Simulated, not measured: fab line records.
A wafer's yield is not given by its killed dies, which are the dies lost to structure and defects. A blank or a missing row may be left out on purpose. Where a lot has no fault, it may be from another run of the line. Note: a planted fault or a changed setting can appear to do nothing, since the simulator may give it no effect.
Which tool did it? ; flow sky130 ; 14 lots with 42 wafers sampled at 4 steps, on a route of 708 steps

## WHAT THE GAUGES SHOWED, per wafer
SKY_LDD_HVN_TW_MEAS_10.
lot;measured;on;LDD_HVN_TW
L219;day 19 22:35;filmMetro-01;1443 1440 1442
L220;day 20 14:40;filmMetro-04;1434 1440 1450
L224;day 22 03:31;filmMetro-02;1433 1434 1438
L225;day 22 14:11;filmMetro-01;1443 1438 1437
L230;day 24 17:02;filmMetro-02;1437 1437 1432
L233;day 25 21:24;filmMetro-02;1429 1445 1456
L234;day 26 02:01;filmMetro-04;1444 1439 1439
L235;day 26 04:58;filmMetro-02;1437 1431 1434
L237;day 26 15:23;filmMetro-04;1436 1432 1442
L236;day 26 16:16;filmMetro-04;1431 1436 1437
L238;day 27 06:48;filmMetro-02;1439 1436 1435
L239;day 27 07:55;filmMetro-02;1435 1442 1434
L240;day 27 18:15;filmMetro-04;1445 1437 1436
L242;day 28 09:00;filmMetro-02;1435 1434 1430

SKY_LDD_LDN_OVL_MEAS_07.
lot;measured;on;LDD_LDN_OVL (nm)
L219;day 22 13:16;overlay-02;-0.1 -0.3 1.0
L220;day 23 04:11;overlay-02;3.8 1.7 2.7
L224;day 24 14:52;overlay-01;1.9 1.2 0.9
L225;day 25 02:10;overlay-01;-1.2 0.3 1.3
L230;day 27 02:42;overlay-01;-0.4 -0.6 -0.9
L233;day 28 05:59;overlay-01;-1.2 -1.1 0.0
L234;day 28 11:56;overlay-01;-0.5 1.1 -0.1
L235;day 28 13:51;overlay-01;-0.5 0.1 -1.0
L237;day 29 00:00;overlay-01;-1.1 0.8 0.0
L236;day 29 02:16;overlay-01;1.5 2.2 2.3
L238;day 29 15:35;overlay-02;1.5 0.8 2.1
L239;day 29 17:25;overlay-01;-0.4 -1.2 -0.8
L240;day 30 02:25;overlay-01;1.0 1.8 1.5
L242;day 30 15:28;overlay-01;0.5 2.1 -0.4

SKY_SD_P_CD_MEAS_07: target cd 380 nm.
lot;measured;on;cdNm (nm)
L219;day 25 04:10;cdSem-01;375.6 378.7 377.4
L220;day 25 17:22;cdSem-01;385.6 385.7 386.1
L230;day 29 13:08;cdSem-02;377.4 376.2 377.3
L233;day 30 16:23;cdSem-02;380.4 379.5 380.9
L234;day 31 03:17;cdSem-02;379.1 377.2 375.3
L235;day 31 07:01;cdSem-02;378.7 381.1 378.7
L237;day 31 09:58;cdSem-02;376.5 377.6 376.9
L236;day 31 12:50;cdSem-02;376.6 375.1 377.2
L238;day 32 01:56;cdSem-02;381.8 383.5 381.6
L239;day 32 03:34;cdSem-02;380.9 380.7 381.7
L240;day 32 11:43;cdSem-02;379.1 379.8 380.1
L242;day 33 00:08;cdSem-02;377.9 381.9 382.2

## WHICH TOOL RAN EACH LOT (tool, then ch and the chambers of the sampled wafers, then the start)
lot;SKY_POLY_CUT_DEVELOP_07
L219;lithoTrack-02 ch 0, day 23 21:00
L220;lithoTrack-04 ch 0, day 24 12:00
L224;lithoTrack-03, day 25 22:00
L225;lithoTrack-03, day 26 08:00
L230;lithoTrack-03 ch 0, day 28 09:00
L233;lithoTrack-03 ch 0, day 29 12:00
L234;lithoTrack-02 ch 0, day 29 22:00
L235;lithoTrack-02 ch 0, day 30 03:00
L237;lithoTrack-03 ch 0, day 30 06:00
L236;lithoTrack-02 ch 0, day 30 09:00
L238;lithoTrack-03 ch 0, day 30 22:00
L239;lithoTrack-04 ch 0, day 31 00:00
L240;lithoTrack-03 ch 0, day 31 08:00
L242;lithoTrack-03 ch 0, day 31 21:00
- SKY_POLY_CUT_DEVELOP_07: develop time 60 s.

## WHAT THE TOOLS THEMSELVES READ (means of the sampled wafers that have a number; where no wafer has one, the mark that the record gives instead)
SKY_POLY_CUT_DEVELOP_07.
lot;tool;chillPlateTempC (C)
L219;lithoTrack-02;22.93
L220;lithoTrack-04;23.01
L224;lithoTrack-03;-
L225;lithoTrack-03;-
L230;lithoTrack-03;23.06
L233;lithoTrack-03;23.01
L234;lithoTrack-02;23.05
L235;lithoTrack-02;23.07
L237;lithoTrack-03;22.93
L236;lithoTrack-02;22.95
L238;lithoTrack-03;22.96
L239;lithoTrack-04;23.08
L240;lithoTrack-03;22.94
L242;lithoTrack-03;22.85

## THE ANSWER, worked out from the rows above alone
Rule: the usual values come from the lots themselves. The widest of any qualifying gaps counts: lots, ordered by their means at a reading, are off when they make up no more than a third of the lots, leave a main group of 4 or more, and stand apart from it by 3 or more times the standard deviation of that group's means. Not used: any main group whose means are identical at the precision the tables above print for the reading. A lot without any number at a reading at which 4 lots or more have one is off too. All remaining lots with rows at the step are treated as sound. Order of review: gauges by route order, followed by the tools' own readings, for which a lot's mean as printed above is used. The first step at which some lot is off is used, and at that step the reading that is off furthest; a lot without a number counts as furthest.
Off: L224, L225, at SKY_POLY_CUT_DEVELOP_07 (chillPlateTempC). Without a number there: L224, L225. Main group: mean 22.99 C, sd 0.068.
If a tool, at that step or one of the process steps before it, ran each lot that is off and ran no sound lot following the first of them, it fits. Not one of the candidates tried fits.

## WHAT THE SIMULATOR PUT IN
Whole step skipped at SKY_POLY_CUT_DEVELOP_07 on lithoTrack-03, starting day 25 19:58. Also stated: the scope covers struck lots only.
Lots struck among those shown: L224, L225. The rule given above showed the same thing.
